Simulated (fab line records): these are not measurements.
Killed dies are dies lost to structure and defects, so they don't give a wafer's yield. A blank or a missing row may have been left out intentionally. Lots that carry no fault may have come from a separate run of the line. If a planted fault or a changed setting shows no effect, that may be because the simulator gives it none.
fab line records :: flow sky130
record:
  lots: 5
  wafers: 15
  last-day: 51
route steps=708 shown POLY_GATE@229 LDD_N@237
lots that met no fault: from a run of the same line without faults
start-h: the number of hours between the record's first day and the start of the first shown wafer of the lot :: wait-h: hours elapsed since this lot's preceding step :: " repeats the value in the row above :: L1.1+2: a row that stands for several wafers :: - either no value or no given start :: * or withheld: withheld :: < > ~ a bound
route shown NAME@n: names a module that has steps shown in the file, with the first one's number in the route :: usual: mean/standard deviation of fault-free wafers :: same: alike in all rows :: chamber/n: place in a boat :: sites: readings site by site :: _std_site: standard deviation across them :: _edge_site: outer sites' mean less inner sites' :: radius-mm: for every site, how far away it sits from the centre of the wafer :: mask NAME#n: copy n :: behind: the tool/chamber that last shaped the wafer :: hold: reason for holding the lot/hours on hold/outcome of the hold :: device: names the non-switching transistor (n, p or np) :: end of line: the same wafers' tests at the end of the route :: where a step has no rows: the recipe by itself :: killed: at the first sort, the dies lost to defects and structure; wafer yield is something else :: map: a wafer's dies, marking killed ones x, the rest . and places with no die _
set.NAME: the setting that was run; set.NAME@STEP: the one run at that earlier step :: model.NAME: the simulator's own value behind a step, which no gauge read
lots seen at some steps along the route; tables by step, rows by wafer
services: the hour from which a tool's chamber was out of use, counted from the record's first day as start-h (under 0 if before that day), plus the number of hours and why
== steps ==
step: SKY_POLY_GATE_ETCH_15
recipe:
  chemistry: N2/H2
  target: BARC
  ion-energy-ev: 200
  source-w: 500
  bias-w: 100
  pressure-mtorr: 30
  n2-flow-sccm: 100
  h2-flow-sccm: 200
  stop-on: SiO2
  time-s: 118.5
  target-depth-a: 1100
usual:
  bias-w: 99.99/0.29
  drypump-motor-current-A: 5.6/0.53
  oes-product-au: 0.712/0.005
  throttle-valve-pct: 13.213/0.009
lot.wafer: L776.3
tool: rie-diel-02
chamber: 2
start-h: 406.75
wait-h: 0.0
bias-w: 100.17
drypump-motor-current-A: 5.7
oes-product-au: 0.712
rf-hours-counter-h: 95
throttle-valve-pct: 13.230

lot.wafer: L776.4
tool: rie-diel-02
chamber: 0
start-h: 406.75
wait-h: 0.0
bias-w: 99.97
drypump-motor-current-A: 5.5
oes-product-au: 0.708
rf-hours-counter-h: 11
throttle-valve-pct: 13.207

lot.wafer: L776.5
tool: rie-diel-02
chamber: 2
start-h: 406.75
wait-h: 0.0
bias-w: 99.77
drypump-motor-current-A: 5.7
oes-product-au: 0.722
rf-hours-counter-h: -
throttle-valve-pct: 13.208

lot.wafer: L785.1
tool: rie-diel-02
chamber: 3
start-h: 485.62
wait-h: 0.0
bias-w: 100.00
drypump-motor-current-A: 5.9
oes-product-au: 0.716
rf-hours-counter-h: 45
throttle-valve-pct: 13.210

lot.wafer: L785.3
tool: rie-diel-02
chamber: 1
start-h: 485.62
wait-h: 0.0
bias-w: 100.04
drypump-motor-current-A: 5.3
oes-product-au: 0.710
rf-hours-counter-h: 9
throttle-valve-pct: 13.220

lot.wafer: L785.5
tool: rie-diel-02
chamber: 3
start-h: 485.62
wait-h: 0.0
bias-w: 100.07
drypump-motor-current-A: 5.9
oes-product-au: 0.704
rf-hours-counter-h: -
throttle-valve-pct: 13.214

lot.wafer: L793.4
tool: rie-diel-01
chamber: 0
start-h: 556.40
wait-h: 0.0
bias-w: 99.64
drypump-motor-current-A: 5.9
oes-product-au: 0.710
rf-hours-counter-h: 4
throttle-valve-pct: 13.210

lot.wafer: L793.5
tool: rie-diel-01
chamber: 3
start-h: 556.40
wait-h: 0.0
bias-w: 100.12
drypump-motor-current-A: 5.2
oes-product-au: 0.714
rf-hours-counter-h: -
throttle-valve-pct: 13.211

lot.wafer: L793.6
tool: rie-diel-01
chamber: 0
start-h: 556.40
wait-h: 0.0
bias-w: 99.71
drypump-motor-current-A: 5.9
oes-product-au: 0.720
rf-hours-counter-h: -
throttle-valve-pct: 13.230

lot.wafer: L794.2
tool: rie-diel-01
chamber: 2
start-h: 567.22
wait-h: 0.0
bias-w: 99.91
drypump-motor-current-A: 4.8
oes-product-au: 0.703
rf-hours-counter-h: 51
throttle-valve-pct: 13.210

lot.wafer: L794.3
tool: rie-diel-01
chamber: 0
start-h: 567.22
wait-h: 0.0
bias-w: 100.16
drypump-motor-current-A: 5.9
oes-product-au: 0.714
rf-hours-counter-h: 4
throttle-valve-pct: 13.215

lot.wafer: L794.5
tool: rie-diel-01
chamber: 2
start-h: 567.22
wait-h: 0.0
bias-w: 100.02
drypump-motor-current-A: 4.8
oes-product-au: 0.720
rf-hours-counter-h: -
throttle-valve-pct: 13.202

lot.wafer: L796.1
tool: rie-diel-02
chamber: 1
start-h: 572.32
wait-h: 0.0
bias-w: 100.33
drypump-motor-current-A: 5.3
oes-product-au: 0.711
rf-hours-counter-h: 10
throttle-valve-pct: 13.197

lot.wafer: L796.4
tool: rie-diel-02
chamber: 0
start-h: 572.32
wait-h: 0.0
bias-w: 100.00
drypump-motor-current-A: 5.5
oes-product-au: 0.717
rf-hours-counter-h: 13
throttle-valve-pct: 13.217

lot.wafer: L796.5
tool: rie-diel-02
chamber: 3
start-h: 572.32
wait-h: 0.0
bias-w: 100.17
drypump-motor-current-A: 5.9
oes-product-au: 0.714
rf-hours-counter-h: -
throttle-valve-pct: 13.216
step: SKY_POLY_GATE_ETCH_16
recipe:
  stop-on: poly-Si
  chemistry: CH3F/O2
  target: Si3N4
  source-w: 400
  bias-w: 80
  pressure-mtorr: 25
  ch3f-flow-sccm: 40
  O2_flow_sccm: 30
  time-s: 147.5
  target-depth-a: 750
usual:
  bias-w: 80.03/0.23
  drypump-motor-current-A: 5.6/0.53
  oes-product-au: 0.642/0.0052
  throttle-valve-pct: 10.536/0.0087
lot.wafer: L776.3
tool: rie-diel-02
chamber: 2
start-h: 406.84
wait-h: 0.0
bias-w: 80.33
drypump-motor-current-A: 5.7
oes-product-au: 0.635
rf-hours-counter-h: 95
throttle-valve-pct: 10.535

lot.wafer: L776.4
tool: rie-diel-02
chamber: 0
start-h: 406.84
wait-h: 0.0
bias-w: 80.03
drypump-motor-current-A: 5.6
oes-product-au: 0.650
rf-hours-counter-h: 11
throttle-valve-pct: 10.545

lot.wafer: L776.5
tool: rie-diel-02
chamber: 2
start-h: 406.84
wait-h: 0.0
bias-w: 79.91
drypump-motor-current-A: 5.7
oes-product-au: 0.642
rf-hours-counter-h: -
throttle-valve-pct: 10.534

lot.wafer: L785.1
tool: rie-diel-02
chamber: 3
start-h: 485.71
wait-h: 0.0
bias-w: 79.71
drypump-motor-current-A: 5.9
oes-product-au: 0.647
rf-hours-counter-h: 45
throttle-valve-pct: 10.548

lot.wafer: L785.3
tool: rie-diel-02
chamber: 1
start-h: 485.71
wait-h: 0.0
bias-w: 80.07
drypump-motor-current-A: 5.2
oes-product-au: 0.642
rf-hours-counter-h: 9
throttle-valve-pct: 10.534

lot.wafer: L785.5
tool: rie-diel-02
chamber: 3
start-h: 485.71
wait-h: 0.0
bias-w: 80.08
drypump-motor-current-A: 5.9
oes-product-au: 0.642
rf-hours-counter-h: -
throttle-valve-pct: 10.539

lot.wafer: L793.4
tool: rie-diel-01
chamber: 0
start-h: 556.48
wait-h: 0.0
bias-w: 80.07
drypump-motor-current-A: 5.9
oes-product-au: 0.635
rf-hours-counter-h: 4
throttle-valve-pct: 10.549

lot.wafer: L793.5
tool: rie-diel-01
chamber: 3
start-h: 556.48
wait-h: 0.0
bias-w: 80.25
drypump-motor-current-A: 5.3
oes-product-au: 0.635
rf-hours-counter-h: -
throttle-valve-pct: 10.533

lot.wafer: L793.6
tool: rie-diel-01
chamber: 0
start-h: 556.48
wait-h: 0.0
bias-w: 80.34
drypump-motor-current-A: 5.9
oes-product-au: 0.629
rf-hours-counter-h: -
throttle-valve-pct: 10.544

lot.wafer: L794.2
tool: rie-diel-01
chamber: 2
start-h: 567.31
wait-h: 0.0
bias-w: 79.98
drypump-motor-current-A: 4.8
oes-product-au: 0.636
rf-hours-counter-h: 51
throttle-valve-pct: 10.522

lot.wafer: L794.3
tool: rie-diel-01
chamber: 0
start-h: 567.31
wait-h: 0.0
bias-w: 79.85
drypump-motor-current-A: 5.9
oes-product-au: 0.647
rf-hours-counter-h: 4
throttle-valve-pct: 10.538

lot.wafer: L794.5
tool: rie-diel-01
chamber: 2
start-h: 567.31
wait-h: 0.0
bias-w: 79.94
drypump-motor-current-A: 4.8
oes-product-au: 0.636
rf-hours-counter-h: -
throttle-valve-pct: 10.536

lot.wafer: L796.1
tool: rie-diel-02
chamber: 1
start-h: 572.41
wait-h: 0.0
bias-w: 79.80
drypump-motor-current-A: 5.3
oes-product-au: 0.640
rf-hours-counter-h: 10
throttle-valve-pct: 10.533

lot.wafer: L796.4
tool: rie-diel-02
chamber: 0
start-h: 572.41
wait-h: 0.0
bias-w: 80.35
drypump-motor-current-A: 5.6
oes-product-au: 0.642
rf-hours-counter-h: 13
throttle-valve-pct: 10.551

lot.wafer: L796.5
tool: rie-diel-02
chamber: 3
start-h: 572.41
wait-h: 0.0
bias-w: 80.74
drypump-motor-current-A: 5.9
oes-product-au: 0.641
rf-hours-counter-h: -
throttle-valve-pct: 10.531
step: SKY_POLY_GATE_ETCH_17
recipe:
  target-depth-nm: 180
  stop-on: SiO2
  over-etch-frac: 0.56667
  chemistry: HBr/Cl2
  target: poly-Si
  icp-w: 400
  bias-w: 100
  pressure-mtorr: 10
  HBr_flow_sccm: 150
  Cl2_flow_sccm: 50
  time-s: 70.5
usual:
  bias-w: 99.95/0.3
  drypump-motor-current-A: 5.8/0.48
  oes-product-au: 0.983/0.0075
  throttle-valve-pct: 33.685/0.0092
lot.wafer: L776.3
tool: rie-si-02
chamber: 1
start-h: 406.93
wait-h: 0.0
bias-w: 99.91
drypump-motor-current-A: 5.0
oes-product-au: 0.995
rf-hours-counter-h: 2
throttle-valve-pct: 33.687

lot.wafer: L776.4
tool: rie-si-02
chamber: 0
start-h: 406.93
wait-h: 0.0
bias-w: 100.02
drypump-motor-current-A: 6.0
oes-product-au: 0.991
rf-hours-counter-h: 71
throttle-valve-pct: 33.699

lot.wafer: L776.5
tool: rie-si-02
chamber: 2
start-h: 406.93
wait-h: 0.0
bias-w: 100.52
drypump-motor-current-A: 6.2
oes-product-au: 0.977
rf-hours-counter-h: -
throttle-valve-pct: 33.687

lot.wafer: L785.1
tool: rie-si-01
chamber: 2
start-h: 485.80
wait-h: 0.0
bias-w: 99.68
drypump-motor-current-A: 6.6
oes-product-au: 0.989
rf-hours-counter-h: 4
throttle-valve-pct: 33.693

lot.wafer: L785.3
tool: rie-si-01
chamber: 0
start-h: 485.80
wait-h: 0.0
bias-w: 99.85
drypump-motor-current-A: 6.1
oes-product-au: 0.992
rf-hours-counter-h: 3
throttle-valve-pct: 33.678

lot.wafer: L785.5
tool: rie-si-01
chamber: 3
start-h: 485.80
wait-h: 0.0
bias-w: 99.22
drypump-motor-current-A: 5.7
oes-product-au: 0.984
rf-hours-counter-h: -
throttle-valve-pct: 33.677

lot.wafer: L793.4
tool: rie-si-01
chamber: 3
start-h: 556.58
wait-h: 0.0
bias-w: 100.57
drypump-motor-current-A: 5.7
oes-product-au: 0.999
rf-hours-counter-h: 3
throttle-valve-pct: 33.699

lot.wafer: L793.5
tool: rie-si-01
chamber: 0
start-h: 556.58
wait-h: 0.0
bias-w: 100.04
drypump-motor-current-A: 6.1
oes-product-au: 0.992
rf-hours-counter-h: -
throttle-valve-pct: 33.701

lot.wafer: L793.6
tool: rie-si-01
chamber: 1
start-h: 556.58
wait-h: 0.0
bias-w: 99.64
drypump-motor-current-A: 5.9
oes-product-au: 0.989
rf-hours-counter-h: -
throttle-valve-pct: 33.679

lot.wafer: L794.2
tool: rie-si-02
chamber: 2
start-h: 567.40
wait-h: 0.0
bias-w: 99.98
drypump-motor-current-A: 6.2
oes-product-au: 0.977
rf-hours-counter-h: 9
throttle-valve-pct: 33.674

lot.wafer: L794.3
tool: rie-si-02
chamber: 1
start-h: 567.40
wait-h: 0.0
bias-w: 100.43
drypump-motor-current-A: 5.0
oes-product-au: 0.985
rf-hours-counter-h: 3
throttle-valve-pct: 33.689

lot.wafer: L794.5
tool: rie-si-02
chamber: 1
start-h: 567.40
wait-h: 0.0
bias-w: 100.32
drypump-motor-current-A: 5.0
oes-product-au: 0.980
rf-hours-counter-h: -
throttle-valve-pct: 33.666

lot.wafer: L796.1
tool: rie-si-02
chamber: 1
start-h: 572.50
wait-h: 0.0
bias-w: 100.11
drypump-motor-current-A: 5.0
oes-product-au: 0.973
rf-hours-counter-h: 3
throttle-valve-pct: 33.703

lot.wafer: L796.4
tool: rie-si-02
chamber: 1
start-h: 572.50
wait-h: 0.0
bias-w: 99.51
drypump-motor-current-A: 5.0
oes-product-au: 0.980
rf-hours-counter-h: -
throttle-valve-pct: 33.682

lot.wafer: L796.5
tool: rie-si-02
chamber: 0
start-h: 572.50
wait-h: 0.0
bias-w: 99.49
drypump-motor-current-A: 6.0
oes-product-au: 0.986
rf-hours-counter-h: -
throttle-valve-pct: 33.674
step: SKY_POLY_GATE_STRIP_18
recipe:
  chemistry: O2/N2
  power-w: 1400
  pressure-mtorr: 1500
  platen-temp-c: withheld
  o2-flow-sccm: 3000
  n2-flow-sccm: 300
  overash-fraction: 0.5
usual:
  drypump-motor-current-A: 5.5/0.37
  oes-product-au: 0.360/0.0043
  strip-time-to-endpoint-s: 3.16/0.032
lot.wafer: L776.3
tool: plasma-asher-03
chamber: 1
start-h: 407.02
wait-h: 0.1
drypump-motor-current-A: 5.2
oes-product-au: 0.364
rf-hours-counter-h: -
strip-time-to-endpoint-s: 3.16

lot.wafer: L776.4
tool: plasma-asher-03
chamber: 0
start-h: 407.02
wait-h: 0.1
drypump-motor-current-A: 5.3
oes-product-au: 0.360
rf-hours-counter-h: -
strip-time-to-endpoint-s: 3.15

lot.wafer: L776.5
tool: plasma-asher-03
chamber: 1
start-h: 407.02
wait-h: 0.1
drypump-motor-current-A: 5.2
oes-product-au: 0.360
rf-hours-counter-h: -
strip-time-to-endpoint-s: 3.19

lot.wafer: L785.1
tool: plasma-asher-04
chamber: 0
start-h: 485.86
wait-h: 0.0
drypump-motor-current-A: 5.6
oes-product-au: 0.361
rf-hours-counter-h: 77
strip-time-to-endpoint-s: 3.20

lot.wafer: L785.3
tool: plasma-asher-04
chamber: 0
start-h: 485.86
wait-h: 0.0
drypump-motor-current-A: 5.6
oes-product-au: 0.356
rf-hours-counter-h: -
strip-time-to-endpoint-s: 3.14

lot.wafer: L785.5
tool: plasma-asher-04
chamber: 0
start-h: 485.86
wait-h: 0.0
drypump-motor-current-A: 5.6
oes-product-au: 0.363
rf-hours-counter-h: -
strip-time-to-endpoint-s: 3.21

lot.wafer: L793.4
tool: plasma-asher-03
chamber: 1
start-h: 556.67
wait-h: 0.1
drypump-motor-current-A: 5.2
oes-product-au: 0.356
rf-hours-counter-h: -
strip-time-to-endpoint-s: 3.16

lot.wafer: L793.5
tool: plasma-asher-03
chamber: 0
start-h: 556.67
wait-h: 0.1
drypump-motor-current-A: 5.3
oes-product-au: 0.363
rf-hours-counter-h: -
strip-time-to-endpoint-s: 3.17

lot.wafer: L793.6
tool: plasma-asher-03
chamber: 1
start-h: 556.67
wait-h: 0.1
drypump-motor-current-A: 5.2
oes-product-au: 0.363
rf-hours-counter-h: -
strip-time-to-endpoint-s: 3.18

lot.wafer: L794.2
tool: plasma-asher-03
chamber: 0
start-h: 567.46
wait-h: 0.0
drypump-motor-current-A: 5.3
oes-product-au: 0.363
rf-hours-counter-h: 43
strip-time-to-endpoint-s: 3.17

lot.wafer: L794.3
tool: plasma-asher-03
chamber: 0
start-h: 567.46
wait-h: 0.0
drypump-motor-current-A: 5.3
oes-product-au: 0.361
rf-hours-counter-h: -
strip-time-to-endpoint-s: 3.18

lot.wafer: L794.5
tool: plasma-asher-03
chamber: 0
start-h: 567.46
wait-h: 0.0
drypump-motor-current-A: 5.3
oes-product-au: 0.366
rf-hours-counter-h: -
strip-time-to-endpoint-s: 3.22

lot.wafer: L796.1
tool: plasma-asher-03
chamber: 1
start-h: 572.56
wait-h: 0.0
drypump-motor-current-A: 5.3
oes-product-au: 0.358
rf-hours-counter-h: 44
strip-time-to-endpoint-s: 3.09

lot.wafer: L796.4
tool: plasma-asher-03
chamber: 0
start-h: 572.56
wait-h: 0.0
drypump-motor-current-A: 5.3
oes-product-au: 0.360
rf-hours-counter-h: -
strip-time-to-endpoint-s: 3.08

lot.wafer: L796.5
tool: plasma-asher-03
chamber: 0
start-h: 572.56
wait-h: 0.0
drypump-motor-current-A: 5.3
oes-product-au: 0.364
rf-hours-counter-h: -
strip-time-to-endpoint-s: 3.17
step: SKY_POLY_GATE_CLEAN_19
recipe:
  chemistry: SC1/SC2
  mix: 1:4:20
  temp-c: 70
  time-s: 150
  dry: n2-spin
step: SKY_POLY_GATE_OXIDATION_20
recipe:
  temp-c: 850
  ambient: O2
  stabilise-s: 600
  purge-s: 300
  target-thk-a: 40
  ox-time-s: 899
step: SKY_POLY_GATE_THK_MEAS_21
recipe:
  reads: SiO2_of_POLY_GATE_OXIDATION_20
usual:
  POLY_GATE_OXIDATION_THK: 3.99/0.066
lot.wafer: L776.3
tool: film-metro-04
chamber: -
start-h: 410.93
wait-h: 0.0
POLY_GATE_OXIDATION_THK[nm]: 4.00

lot.wafer: L776.4
tool: film-metro-04
chamber: -
start-h: 410.93
wait-h: 0.0
POLY_GATE_OXIDATION_THK[nm]: 4.10

lot.wafer: L776.5
tool: film-metro-04
chamber: -
start-h: 410.93
wait-h: 0.0
POLY_GATE_OXIDATION_THK[nm]: 3.94

lot.wafer: L785.1
tool: film-metro-01
chamber: -
start-h: 487.26
wait-h: 0.0
POLY_GATE_OXIDATION_THK[nm]: 4.06

lot.wafer: L785.3
tool: film-metro-01
chamber: -
start-h: 487.26
wait-h: 0.0
POLY_GATE_OXIDATION_THK[nm]: 4.04

lot.wafer: L785.5
tool: film-metro-01
chamber: -
start-h: 487.26
wait-h: 0.0
POLY_GATE_OXIDATION_THK[nm]: 4.04

lot.wafer: L793.4
tool: film-metro-03
chamber: -
start-h: 558.07
wait-h: 0.0
POLY_GATE_OXIDATION_THK[nm]: 4.04

lot.wafer: L793.5
tool: film-metro-03
chamber: -
start-h: 558.07
wait-h: 0.0
POLY_GATE_OXIDATION_THK[nm]: 3.92

lot.wafer: L793.6
tool: film-metro-03
chamber: -
start-h: 558.07
wait-h: 0.0
POLY_GATE_OXIDATION_THK[nm]: 3.96

lot.wafer: L794.2
tool: film-metro-03
chamber: -
start-h: 568.87
wait-h: 0.0
POLY_GATE_OXIDATION_THK[nm]: 4.01

lot.wafer: L794.3
tool: film-metro-03
chamber: -
start-h: 568.87
wait-h: 0.0
POLY_GATE_OXIDATION_THK[nm]: 3.97

lot.wafer: L794.5
tool: film-metro-03
chamber: -
start-h: 568.87
wait-h: 0.0
POLY_GATE_OXIDATION_THK[nm]: 4.04

lot.wafer: L796.1
tool: film-metro-03
chamber: -
start-h: 574.74
wait-h: 0.0
POLY_GATE_OXIDATION_THK[nm]: 3.94

lot.wafer: L796.4
tool: film-metro-03
chamber: -
start-h: 574.74
wait-h: 0.0
POLY_GATE_OXIDATION_THK[nm]: 3.87

lot.wafer: L796.5
tool: film-metro-03
chamber: -
start-h: 574.74
wait-h: 0.0
POLY_GATE_OXIDATION_THK[nm]: 3.88
step: SKY_POLY_GATE_CD_MEAS_22
usual:
  cd-nm: 150.1/2.3
lot.wafer: L776.3
tool: cd-sem-01
chamber: -
start-h: 411.03
wait-h: 0.1
cd-nm: 151.5

lot.wafer: L776.4
tool: cd-sem-01
chamber: -
start-h: 411.03
wait-h: 0.1
cd-nm: 149.4

lot.wafer: L776.5
tool: cd-sem-01
chamber: -
start-h: 411.03
wait-h: 0.1
cd-nm: 150.9

lot.wafer: L785.1
tool: cd-sem-01
chamber: -
start-h: 487.32
wait-h: 0.1
cd-nm: 150.1

lot.wafer: L785.3
tool: cd-sem-01
chamber: -
start-h: 487.32
wait-h: 0.1
cd-nm: 149.6

lot.wafer: L785.5
tool: cd-sem-01
chamber: -
start-h: 487.32
wait-h: 0.1
cd-nm: 150.0

lot.wafer: L793.4
tool: cd-sem-01
chamber: -
start-h: 558.19
wait-h: 0.1
cd-nm: 150.6

lot.wafer: L793.5
tool: cd-sem-01
chamber: -
start-h: 558.19
wait-h: 0.1
cd-nm: 149.2

lot.wafer: L793.6
tool: cd-sem-01
chamber: -
start-h: 558.19
wait-h: 0.1
cd-nm: 149.1

lot.wafer: L794.2
tool: cd-sem-01
chamber: -
start-h: 568.95
wait-h: 0.1
cd-nm: 151.4

lot.wafer: L794.3
tool: cd-sem-01
chamber: -
start-h: 568.95
wait-h: 0.1
cd-nm: 150.9

lot.wafer: L794.5
tool: cd-sem-01
chamber: -
start-h: 568.95
wait-h: 0.1
cd-nm: 151.9

lot.wafer: L796.1
tool: cd-sem-02
chamber: -
start-h: 574.80
wait-h: 0.1
cd-nm: 150.6

lot.wafer: L796.4
tool: cd-sem-02
chamber: -
start-h: 574.80
wait-h: 0.1
cd-nm: 149.0

lot.wafer: L796.5
tool: cd-sem-02
chamber: -
start-h: 574.80
wait-h: 0.1
cd-nm: 150.0
step: SKY_LDD_N_DEHYDRATE_00
recipe:
  temp-c: 200
  time-s: 60
step: SKY_LDD_N_HMDS_01
recipe:
  prime-time-s: 60
  prime-temp-c: 120
step: SKY_LDD_N_COAT_02
recipe:
  resist: NOVOLAK
  spin-rpm: 3000
  resist-thk-nm: 300
step: SKY_LDD_N_SOFTBAKE_03
recipe:
  temp-c: 90
  time-s: 60
  resist: NOVOLAK
step: SKY_LDD_N_EXPOSE_04
recipe:
  mask-id: NTM
  target-cd-nm: 840
  na: 0.6
  source-shape: conventional
  sigma-outer: 0.6
  dose-mj: 110
lot.wafer: L776.3+4+5
tool: iline-stepper-01
chamber: 0
start-h: 426.70
wait-h: -
mask: NTM#0

lot.wafer: L785.1+3+5
tool: iline-stepper-02
chamber: 0
start-h: 503.14
wait-h: -
mask: NTM_R1#0

lot.wafer: L793.4+5+6
tool: iline-stepper-01
chamber: 0
start-h: 573.03
wait-h: -
mask: NTM#0

lot.wafer: L794.2+3+5
tool: iline-stepper-02
chamber: 0
start-h: 584.11
wait-h: -
mask: NTM#0

lot.wafer: L796.1+4+5
tool: iline-stepper-02
chamber: 0
start-h: 589.90
wait-h: -
mask: NTM#0
step: SKY_LDD_N_PEB_05
recipe:
  temp-c: withheld
  time-s: *
  resist: NOVOLAK
== services ==
tool: rie-diel-01
chamber: 2
start-h: 390.29
hours: 5.9
kind: repair

tool: iline-stepper-01
chamber: -
start-h: 399.24
hours: 1.7
kind: pm

tool: rie-diel-02
chamber: 0
start-h: 413.62
hours: 27.2
kind: repair

tool: iline-stepper-02
chamber: -
start-h: 440.76
hours: 2.1
kind: repair

tool: rie-diel-02
chamber: 0
start-h: 467.01
hours: 11.8
kind: repair

tool: iline-stepper-02
chamber: -
start-h: 469.70
hours: 1.7
kind: pm

tool: rie-si-01
chamber: 3
start-h: 471.23
hours: 7.7
kind: repair

tool: rie-diel-02
chamber: -
start-h: 475.06
hours: 0.1
kind: repair

tool: rie-diel-02
chamber: -
start-h: 477.81
hours: 0.2
kind: repair

tool: rie-diel-02
chamber: 2
start-h: 478.79
hours: -
kind: clean

tool: rie-diel-02
chamber: 2
start-h: 478.79
hours: 16.6
kind: scheduled-down

tool: rie-diel-02
chamber: 2
start-h: 478.79
hours: 16.6
kind: vent-cycle

tool: rie-diel-01
chamber: -
start-h: 489.00
hours: 0.3
kind: repair

tool: rie-diel-01
chamber: -
start-h: 503.42
hours: 28.1
kind: pm

tool: rie-si-01
chamber: -
start-h: 510.94
hours: 0.8
kind: repair

tool: iline-stepper-02
chamber: -
start-h: 515.09
hours: 1.8
kind: repair

tool: iline-stepper-01
chamber: -
start-h: 531.40
hours: 5.8
kind: repair

tool: rie-diel-01
chamber: 1
start-h: 531.52
hours: -
kind: clean

tool: rie-diel-01
chamber: -
start-h: 551.27
hours: 1.0
kind: repair

tool: iline-stepper-01
chamber: -
start-h: 558.27
hours: 6.7
kind: repair

tool: plasma-asher-03
chamber: -
start-h: 568.59
hours: 2.1
kind: repair

tool: plasma-asher-03
chamber: -
start-h: 577.21
hours: 2.8
kind: pm

tool: rie-diel-01
chamber: 1
start-h: 586.29
hours: 14.3
kind: repair

tool: rie-si-02
chamber: 0
start-h: 588.58
hours: 10.4
kind: repair
== key ==
first-sign:
  step: SKY_LDD_N_EXPOSE_04
  reading: mask
  direction: changed
effect none on later readings
met-at SKY_LDD_N_EXPOSE_04
struck-wafers L785.1,L785.3,L785.5
sort-left-out L785.1,L785.3,L785.5
tester-left-out L785
fault:
  kind: wrong-mask
  tool: any
  chamber: -
  onset-h: 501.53
  steps: SKY_LDD_N_EXPOSE_04
  aux-copy: NTM_R1#0
  cd-offset-nm: -101
  scope: struck-lots-only
tester-left-out: of these lots the tester's yield and bins aren't shown, on N5 and GAA mostly nor the transistor test; their killed dies are dies lost to structure and defects alone, not to doping, threshold or leakage, so they don't give the yield
sort-left-out: the simulated sort isn't trusted on such a fault, so these wafers' sort isn't shown, and their yield isn't known
